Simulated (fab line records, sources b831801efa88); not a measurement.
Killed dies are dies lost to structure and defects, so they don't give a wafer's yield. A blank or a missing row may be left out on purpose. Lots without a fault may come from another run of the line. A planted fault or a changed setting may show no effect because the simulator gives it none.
A struck lot beside a sound one | flow sky130 | 36 steps out of a route of 708
Sound: wafers L588.3, L588.5, L588.6. Struck: wafers L575.2, L575.4, L575.6. The cause comes at the end.
At each step with rows: each side's tool, then ch and its chambers, then its first start. Under that, the readings that differ: sound wafers | struck wafers | difference of the means | sigmas: that difference in standard deviations of wafers without a fault.
alike: readings whose means differ by less than 2 such deviations, and words and numbers that are the same on both sides. not compared: withheld readings, readings that some wafer has no value for, bounds like >300 that may hide the same value, and numbers for which the record gives no deviation and whose values overlap.
The two part at a step that has a row with sigmas, a row that says differs or no value, or rows on one side only. Numbers that don't overlap but have no deviation are shown without sigmas and don't part them. A reading that every wafer of one side lacks parts them only if that side has two wafers or more.

first, 9 steps without rows for these wafers: SKY_VIA2_SPUTTER_20 (material TiN, target thk 20 nm, time 80 s); SKY_VIA2_CVD_21 (deposits W, target thk 420 nm, time 126.4 s); SKY_VIA2_CMP_24 (polishes, stops on SiO2, t overpolish 20 s, target thk 0 nm); SKY_METAL3_SPUTTER_00 (material Ti, target thk 15 nm, time 10 s); SKY_METAL3_SPUTTER_01 (material TiN, target thk 20 nm, time 16.7 s); SKY_METAL3_SPUTTER_02 (material AlCu, target thk 735 nm, time 39.1 s); SKY_METAL3_SPUTTER_03 (material Ti, target thk 5 nm, time 3.3 s); SKY_METAL3_SPUTTER_04 (material TiN, target thk 70 nm, time 58.3 s); SKY_CAPM_CVD_00 (deposits SiO2, target thk 15.5 nm).
SKY_CAPM_SPUTTER_02: material TiN, target thk 200 nm, time 166.7 s.
  sound on pvd_sputter-03, day 43 08:51; struck on pvd_sputter-02, day 40 06:07
  reading                                  | sound                | struck               | difference | sigmas
  cathode_dc_power_W (W)                   | 6500.6 6500.9 6501.5 | 6669.4 6671.6 6670.9 | +169.6     | +99 or more
  model.TiN_of_CAPM_SPUTTER_02.thk_nm (nm) | 202.8 198.7 199.8    | 203.4 206.4 203.5    | +4.0       |
  alike: chamber_pressure_pa, throttle_valve_pct
then, 7 steps without rows for these wafers: SKY_CAPM_DEHYDRATE_05 (time 60 s); SKY_CAPM_HMDS_06 (prime time 60 s); SKY_CAPM_COAT_07 (resist thk 1140 nm); SKY_CAPM_SOFTBAKE_08 (time 60 s); SKY_CAPM_EXPOSE_09 (exposes mask CAPM, target cd 1000 nm); SKY_CAPM_PEB_10; SKY_CAPM_DEVELOP_11 (develop time 60 s).
SKY_CAPM_METAL_ETCH_13: etches TiN in Cl2/BCl3, stops on SiO2, target depth 220 nm, time 62.9 s.
  sound on rie_metal-01 ch 1, day 44 08:47; struck on rie_metal-01 ch 1, day 41 07:18
  reading                          | sound             | struck            | difference | sigmas
  model.etch.depth_nm (nm)         | 202.8 198.7 199.8 | 203.4 206.4 203.5 | +4.0       |
  model.CAPM.feature_depth_nm (nm) | 202.8 198.7 199.8 | 203.4 206.4 203.5 | +4.0       |
  alike: chamber_pressure_mTorr, drypump_motor_current_A, oes_product_au, throttle_valve_pct
then, 16 steps without rows for these wafers: SKY_CAPM_STRIP_14 (strips in O2/N2); SKY_CAPM_STRIP_15 (strips in post etch residue remover, time 1200 s); SKY_CAPM_CLEAN_16 (cleans in IPA, time 180 s); SKY_CAPM_CLEAN_17 (cleans in O3/DIW); SKY_METAL3_DEHYDRATE_05 (time 60 s); SKY_METAL3_HMDS_06 (prime time 60 s); SKY_METAL3_COAT_07 (resist thk 60 nm); SKY_METAL3_COAT_08 (resist thk 1140 nm); SKY_METAL3_SOFTBAKE_09 (time 90 s); SKY_METAL3_EXPOSE_10 (exposes mask MM3, target cd 300 nm); SKY_METAL3_PEB_11; SKY_METAL3_DEVELOP_12 (develop time 60 s); SKY_METAL3_DESCUM_15 (chemistry O2, time 8 s); SKY_METAL3_ETCH_16 (etches BARC in N2/H2, stops on SiO2, time 88.2 s, target depth 60 nm); SKY_METAL3_ETCH_17 (etches SiO2 in C4F8/O2/Ar, stops on TiN, time 3.9 s, target depth 15 nm); SKY_METAL3_METAL_ETCH_18 (etches the open film in Cl2/BCl3, stops on SiO2, target depth 845 nm, time 183.1 s).
SKY_METAL3_STRIP_20: strips in post etch residue remover, time 1200 s.
  sound on wet_bench-01 ch 3, day 45 08:53; struck on wet_bench-01 ch 1, day 42 09:21
  reading                                  | sound           | struck            | difference | sigmas
  model.TiN_of_CAPM_SPUTTER_02.thk_nm (nm) | 201.9 197.8 199 | 202.5 205.6 202.7 | +4.0       |
-- the record jumps here: 7 days lie between the struck wafers' starts before and after (it left off in module METAL3 and takes up again in module PAD_OPEN, whose first step shown is number 708 of the route) --
SKY_PAD_OPEN_PROBE_99:
  sound on prober-02, day 51 08:49; struck on prober-01, day 49 04:09
  reading                          | sound             | struck            | difference | sigmas
  killed_open                      | 58 53 47          | 33 40 43          | -14        | -2
  model.etest.cap_mim.plate_ohm_sq | 5.949 6.025 6.061 | 5.896 5.817 5.935 | -0.129     |
  alike: defect_limited_yield, killed_at_M0_to_M3, killed_at_M4_up, killed_at_contacts, killed_at_front_end, killed_at_other, killed_dies, killed_short, sort_bin_3_pad_short, sort_bin_5_function, sort_bin_6_memory, sort_n_pass, sort_yield_pct

WHERE THEY PART
First at SKY_CAPM_SPUTTER_02; last, within this record, at SKY_PAD_OPEN_PROBE_99.

WHY: what the simulator had put in
Process parameter drift: pvd_sputter-02, from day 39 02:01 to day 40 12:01, at SKY_CAPM_SPUTTER_02. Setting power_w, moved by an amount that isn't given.
